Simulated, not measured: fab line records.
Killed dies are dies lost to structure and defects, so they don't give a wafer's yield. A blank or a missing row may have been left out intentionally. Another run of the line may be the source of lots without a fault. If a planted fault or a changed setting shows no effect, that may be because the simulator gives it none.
One fault through the eyes of 2 desks ; flow sky130 ; every desk sees just its own numbers, and what lay behind them comes last

## AT THE METROLOGY DESK
What the gauges read for every lot (on any tool): the sampled wafers with a number, averaged. Any lot whose mean is over 4 standard deviations away from the usual mean is out of limits and marked OUT; that distance is given in the brackets.
Columns: A = CAPM_OVL at SKY_CAPM_OVL_MEAS_12, usual 0.5 nm
lot;first seen here;A
L891;day 38 04:40;1.5
L899;day 40 13:07;-0.4
L900;day 40 18:16;-0.6
L903;day 41 17:32;0.5
L906;day 42 09:08;0.9
L905;day 42 10:31;-0.2
L907;day 43 11:28;0.7
L910;day 43 14:48;1.0
L911;day 43 16:23;2.8
L912;day 43 20:53;0.8
Result from this desk: across the 10 lots, nothing is out of limits.

## TOOL OWNER'S DESK, pvd sputter-01
The tool's own readings at SKY_METAL3_SPUTTER_04 (material TiN, target thk 70 nm, time 58.3 s): means of the sampled wafers that have a number, for each lot that ran on this tool. Any lot whose mean is over 4 standard deviations away from the usual mean is out of limits and marked OUT; that distance is given in the brackets.
Columns: A = cathode dc power W at SKY_METAL3_SPUTTER_04, usual 6499.8 W; B = throttle valve pct at SKY_METAL3_SPUTTER_04, usual 30.2 %
lot;first seen here;A;B
L891;day 37 01:49;6499.9;30.1
L899;day 39 11:28;6500.6;31.2
L906;day 41 09:47;6500.0;30.1
L905;day 41 10:42;6499.6;29.6
L910;day 42 15:55;6499.7;30.2
Result from this desk: across the 5 lots, nothing is out of limits.

## BROUGHT TOGETHER
At the metrology desk, nothing out of limits was observed.
The tool owner's desk saw nothing out of limits.

## WHAT THE SIMULATOR PUT IN
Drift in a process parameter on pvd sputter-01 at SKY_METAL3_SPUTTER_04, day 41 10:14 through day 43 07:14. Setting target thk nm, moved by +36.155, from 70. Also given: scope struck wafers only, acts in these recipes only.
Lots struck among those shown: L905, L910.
